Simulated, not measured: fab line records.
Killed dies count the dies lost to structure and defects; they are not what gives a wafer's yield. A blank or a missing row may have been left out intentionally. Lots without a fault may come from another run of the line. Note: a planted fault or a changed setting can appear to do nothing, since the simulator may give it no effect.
2 desks looking at one fault	flow gf180mcu	every desk sees just its own numbers, and what lay behind them comes last

== AT THE TOOL OWNER'S DESK: cvd_w-01 ==
The tool's own readings at GF_V4_CVD_23 (deposits W, target thk 350 nm, time 104.9 s): means of the sampled wafers that have a number, for each lot that ran on this tool. A lot is out of limits, marked OUT, if its mean lies more than 4 standard deviations from the usual mean; the brackets give that distance.
Columns: A = heater_power_outer_w at GF_V4_CVD_23, usual 546 W; B = heater_power_w at GF_V4_CVD_23, usual 915 W
lot	first seen here	A	B
L880	day 24 20:11	530	917
L882	day 25 02:18	521	890
L884	day 25 18:25	521	911
L888	day 27 08:17	524	884
L892	day 28 15:10	514	888
L894	day 29 09:13	523	938
This desk found nothing out of limits on any of the 6 lots.

== AT THE METROLOGY DESK ==
Lot by lot, what the gauges showed, no matter which tool ran the lot: averages of those sampled wafers that carry a number. A lot is out of limits, marked OUT, if its mean lies more than 4 standard deviations from the usual mean; the brackets give that distance.
Columns: A = V5_W_RS at GF_V5_RS_MEAS_24, usual 0.327 ohm/sq; B = TOP_METAL_OVL at GF_TOP_METAL_OVL_MEAS_15, usual -0.7 nm
lot	first seen here	A	B
L879	day 27 02:05	0.327	0.3
L880	day 27 14:01	0.326	-2.9
L881	day 27 15:38	0.330	1.8
L882	day 27 19:14	0.327	0.2
L883	day 28 03:59	0.331	-0.5
L884	day 28 10:17	0.323	-0.0
L885	day 28 16:55	0.321	-1.2
L886	day 29 04:26	0.325	0.8
L888	day 29 23:03	0.327	-1.5
L889	day 29 23:22	0.327	-2.1
L892	day 31 01:15	0.324	-0.5
L893	day 31 03:56	0.322	0.8
L894	day 31 17:19	0.328	-1.1
L895	day 31 18:56	0.326	-0.1
This desk found nothing out of limits on any of the 14 lots.

== ALL TOGETHER ==
The tool owner's desk saw nothing out of limits.
Nothing out of limits was seen by the metrology desk.

== WHAT HAD BEEN PUT IN BY THE SIMULATOR ==
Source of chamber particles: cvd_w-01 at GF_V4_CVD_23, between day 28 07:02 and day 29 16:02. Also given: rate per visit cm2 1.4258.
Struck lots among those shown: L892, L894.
